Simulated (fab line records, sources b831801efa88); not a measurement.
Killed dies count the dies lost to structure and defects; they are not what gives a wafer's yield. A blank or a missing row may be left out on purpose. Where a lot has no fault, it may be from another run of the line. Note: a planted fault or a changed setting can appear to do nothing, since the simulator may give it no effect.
Which of the tools did it? / flow sfq_line / Sampling: 14 lots, 42 wafers, 3 of 325 route steps

WHAT THE GAUGES SHOWED, per wafer
SFQ_M1_RS_MEAS_909: a four-point-probe measurement.
lot=L479; measured=day 9 15:37; on=film_metro-01; M1_NB_RS (ohm/sq)=0.889 0.902 0.907
lot=L480; measured=day 10 00:01; on=film_metro-02; M1_NB_RS (ohm/sq)=0.883 0.889 0.887
lot=L481; measured=day 10 08:25; on=film_metro-04; M1_NB_RS (ohm/sq)=0.892 0.882 0.897
lot=L482; measured=day 10 13:49; on=film_metro-02; M1_NB_RS (ohm/sq)=0.902 0.883 0.899
lot=L484; measured=day 11 16:11; on=film_metro-01; M1_NB_RS (ohm/sq)=0.890 0.905 0.888
lot=L485; measured=day 12 06:35; on=film_metro-01; M1_NB_RS (ohm/sq)=0.895 0.907 0.911
lot=L486; measured=day 12 10:30; on=film_metro-04; M1_NB_RS (ohm/sq)=0.446 0.445 0.436
lot=L487; measured=day 12 17:24; on=film_metro-01; M1_NB_RS (ohm/sq)=0.897 0.889 0.883
lot=L494; measured=day 15 02:20; on=film_metro-04; M1_NB_RS (ohm/sq)=0.438 0.439 0.433
lot=L497; measured=day 15 21:16; on=film_metro-04; M1_NB_RS (ohm/sq)=0.888 0.878 0.880
lot=L498; measured=day 16 07:16; on=film_metro-02; M1_NB_RS (ohm/sq)=0.890 0.902 0.891
lot=L499; measured=day 16 15:40; on=film_metro-01; M1_NB_RS (ohm/sq)=0.895 0.900 0.906
lot=L500; measured=day 16 18:04; on=film_metro-04; M1_NB_RS (ohm/sq)=0.891 0.889 0.885
lot=L501; measured=day 17 02:28; on=film_metro-02; M1_NB_RS (ohm/sq)=0.905 0.909 0.884

TOOL THAT RAN EACH LOT (tool first, then ch and the chambers of the sampled wafers, then the start)
lot=L479; SFQ_TRILAYER_L0_BARC_OPEN_METAL_ETCH_010=rie_metal-04 ch 0,1, day 4 04:22; SFQ_TRILAYER_M1_DEP_SPUTTER_037=pvd_sputter-03, day 9 15:31
lot=L480; SFQ_TRILAYER_L0_BARC_OPEN_METAL_ETCH_010=rie_metal-04 ch 0,1, day 4 10:22; SFQ_TRILAYER_M1_DEP_SPUTTER_037=pvd_sputter-03, day 9 23:55
lot=L481; SFQ_TRILAYER_L0_BARC_OPEN_METAL_ETCH_010=rie_metal-04 ch 0,1, day 4 17:34; SFQ_TRILAYER_M1_DEP_SPUTTER_037=pvd_sputter-03, day 10 08:19
lot=L482; SFQ_TRILAYER_L0_BARC_OPEN_METAL_ETCH_010=rie_metal-01 ch 0,1, day 4 23:34; SFQ_TRILAYER_M1_DEP_SPUTTER_037=pvd_sputter-06, day 10 13:43
lot=L484; SFQ_TRILAYER_L0_BARC_OPEN_METAL_ETCH_010=rie_metal-04 ch 0,1, day 5 10:22; SFQ_TRILAYER_M1_DEP_SPUTTER_037=pvd_sputter-06, day 11 16:05
lot=L485; SFQ_TRILAYER_L0_BARC_OPEN_METAL_ETCH_010=rie_metal-04 ch 0,1, day 5 17:34; SFQ_TRILAYER_M1_DEP_SPUTTER_037=pvd_sputter-06, day 12 06:29
lot=L486; SFQ_TRILAYER_L0_BARC_OPEN_METAL_ETCH_010=rie_metal-03 ch 0,1, day 5 21:11; SFQ_TRILAYER_M1_DEP_SPUTTER_037=pvd_sputter-05, day 12 10:05
lot=L487; SFQ_TRILAYER_L0_BARC_OPEN_METAL_ETCH_010=rie_metal-03 ch 0,1, day 6 04:22; SFQ_TRILAYER_M1_DEP_SPUTTER_037=pvd_sputter-03, day 12 17:17
lot=L494; SFQ_TRILAYER_L0_BARC_OPEN_METAL_ETCH_010=rie_metal-01 ch 0,1, day 7 18:07; SFQ_TRILAYER_M1_DEP_SPUTTER_037=pvd_sputter-05, day 15 01:58
lot=L497; SFQ_TRILAYER_L0_BARC_OPEN_METAL_ETCH_010=rie_metal-01 ch 0,1, day 8 10:55; SFQ_TRILAYER_M1_DEP_SPUTTER_037=pvd_sputter-05, day 15 21:10
lot=L498; SFQ_TRILAYER_L0_BARC_OPEN_METAL_ETCH_010=rie_metal-04 ch 0,1, day 8 18:07; SFQ_TRILAYER_M1_DEP_SPUTTER_037=pvd_sputter-03, day 16 07:11
lot=L499; SFQ_TRILAYER_L0_BARC_OPEN_METAL_ETCH_010=rie_metal-03 ch 0,1, day 9 00:07; SFQ_TRILAYER_M1_DEP_SPUTTER_037=pvd_sputter-05, day 16 15:35
lot=L500; SFQ_TRILAYER_L0_BARC_OPEN_METAL_ETCH_010=rie_metal-01 ch 0,1, day 9 06:07; SFQ_TRILAYER_M1_DEP_SPUTTER_037=pvd_sputter-03, day 16 17:59
lot=L501; SFQ_TRILAYER_L0_BARC_OPEN_METAL_ETCH_010=rie_metal-03 ch 0,1, day 9 12:07; SFQ_TRILAYER_M1_DEP_SPUTTER_037=pvd_sputter-05, day 17 02:23
- SFQ_TRILAYER_L0_BARC_OPEN_METAL_ETCH_010: etches BARC in O2, target depth 125 nm, time 41.7 s.
- SFQ_TRILAYER_M1_DEP_SPUTTER_037: material Nb, target thk 200 nm, time 133.3 s.

AS READ BY THE TOOLS THEMSELVES (means over the sampled wafers that have a number; for cases with no such wafer, the mark the record gives instead)
SFQ_TRILAYER_L0_BARC_OPEN_METAL_ETCH_010.
lot=L479; tool=rie_metal-04; drypump_motor_current_A (A)=5.55; oes_product_au (a.u.)=0.687
lot=L480; tool=rie_metal-04; drypump_motor_current_A (A)=5.58; oes_product_au (a.u.)=0.686
lot=L481; tool=rie_metal-04; drypump_motor_current_A (A)=5.56; oes_product_au (a.u.)=0.686
lot=L482; tool=rie_metal-01; drypump_motor_current_A (A)=5.49; oes_product_au (a.u.)=0.690
lot=L484; tool=rie_metal-04; drypump_motor_current_A (A)=5.59; oes_product_au (a.u.)=0.689
lot=L485; tool=rie_metal-04; drypump_motor_current_A (A)=5.56; oes_product_au (a.u.)=0.683
lot=L486; tool=rie_metal-03; drypump_motor_current_A (A)=5.37; oes_product_au (a.u.)=0.687
lot=L487; tool=rie_metal-03; drypump_motor_current_A (A)=5.58; oes_product_au (a.u.)=0.681
lot=L494; tool=rie_metal-01; drypump_motor_current_A (A)=5.48; oes_product_au (a.u.)=0.685
lot=L497; tool=rie_metal-01; drypump_motor_current_A (A)=5.48; oes_product_au (a.u.)=0.684
lot=L498; tool=rie_metal-04; drypump_motor_current_A (A)=5.56; oes_product_au (a.u.)=0.687
lot=L499; tool=rie_metal-03; drypump_motor_current_A (A)=5.61; oes_product_au (a.u.)=0.688
lot=L500; tool=rie_metal-01; drypump_motor_current_A (A)=5.46; oes_product_au (a.u.)=0.682
lot=L501; tool=rie_metal-03; drypump_motor_current_A (A)=5.58; oes_product_au (a.u.)=0.686

SFQ_TRILAYER_M1_DEP_SPUTTER_037.
lot=L479; tool=pvd_sputter-03; base_pressure_pa (Pa)=1.32e-06; chamber_pressure_pa (Pa)=0.13325; substrate_temp_c (C)=20.05; throttle_valve_pct (%)=29.8
lot=L480; tool=pvd_sputter-03; base_pressure_pa (Pa)=1.30e-06; chamber_pressure_pa (Pa)=0.13345; substrate_temp_c (C)=19.93; throttle_valve_pct (%)=29.8
lot=L481; tool=pvd_sputter-03; base_pressure_pa (Pa)=1.32e-06; chamber_pressure_pa (Pa)=0.13320; substrate_temp_c (C)=20.10; throttle_valve_pct (%)=28.9
lot=L482; tool=pvd_sputter-06; base_pressure_pa (Pa)=1.39e-06; chamber_pressure_pa (Pa)=0.13333; substrate_temp_c (C)=20.08; throttle_valve_pct (%)=29.7
lot=L484; tool=pvd_sputter-06; base_pressure_pa (Pa)=1.31e-06; chamber_pressure_pa (Pa)=0.13330; substrate_temp_c (C)=19.99; throttle_valve_pct (%)=29.0
lot=L485; tool=pvd_sputter-06; base_pressure_pa (Pa)=1.39e-06; chamber_pressure_pa (Pa)=0.13349; substrate_temp_c (C)=19.99; throttle_valve_pct (%)=28.5
lot=L486; tool=pvd_sputter-05; base_pressure_pa (Pa)=1.32e-06; chamber_pressure_pa (Pa)=0.13336; substrate_temp_c (C)=19.95; throttle_valve_pct (%)=28.8
lot=L487; tool=pvd_sputter-03; base_pressure_pa (Pa)=1.42e-06; chamber_pressure_pa (Pa)=0.13327; substrate_temp_c (C)=20.00; throttle_valve_pct (%)=30.0
lot=L494; tool=pvd_sputter-05; base_pressure_pa (Pa)=1.30e-06; chamber_pressure_pa (Pa)=0.13315; substrate_temp_c (C)=20.05; throttle_valve_pct (%)=29.0
lot=L497; tool=pvd_sputter-05; base_pressure_pa (Pa)=1.41e-06; chamber_pressure_pa (Pa)=0.13305; substrate_temp_c (C)=20.02; throttle_valve_pct (%)=29.8
lot=L498; tool=pvd_sputter-03; base_pressure_pa (Pa)=1.40e-06; chamber_pressure_pa (Pa)=0.13340; substrate_temp_c (C)=19.93; throttle_valve_pct (%)=29.8
lot=L499; tool=pvd_sputter-05; base_pressure_pa (Pa)=1.36e-06; chamber_pressure_pa (Pa)=0.13328; substrate_temp_c (C)=20.01; throttle_valve_pct (%)=28.3
lot=L500; tool=pvd_sputter-03; base_pressure_pa (Pa)=1.31e-06; chamber_pressure_pa (Pa)=0.13362; substrate_temp_c (C)=19.94; throttle_valve_pct (%)=29.1
lot=L501; tool=pvd_sputter-05; base_pressure_pa (Pa)=1.29e-06; chamber_pressure_pa (Pa)=0.13337; substrate_temp_c (C)=19.96; throttle_valve_pct (%)=29.0

THE ANSWER, worked out from the rows above alone
Rule: the lots themselves supply what counts as usual. The widest of any qualifying gaps counts: lots, ordered by their means at a reading, are off when they make up no more than a third of the lots, leave a main group of 4 or more, and stand apart from it by 3 or more times the standard deviation of that group's means. A main group whose means are all the same, to the digits that the tables above print for the reading, isn't used. Also off: a lot with no number at a reading for which 4 or more lots have one. All remaining lots with rows at the step are treated as sound. The gauges are gone through in route order, then the tools' own readings, and for those a lot's mean is taken as printed above. At the first step where some lot is off, the reading lying furthest off is the one used; lots without a number count as furthest.
Off: L486, L494, seen at SFQ_M1_RS_MEAS_909 (M1_NB_RS). Main group: mean 0.894 ohm/sq, sd 0.0063.
A tool fits if, at a process step before that reading, it ran every lot that is off, and no sound lot after the first of them. Gauges at SFQ_M1_RS_MEAS_909: tried the same way as those tools. None of those tried fits.

WHAT THE SIMULATOR HAD INSERTED
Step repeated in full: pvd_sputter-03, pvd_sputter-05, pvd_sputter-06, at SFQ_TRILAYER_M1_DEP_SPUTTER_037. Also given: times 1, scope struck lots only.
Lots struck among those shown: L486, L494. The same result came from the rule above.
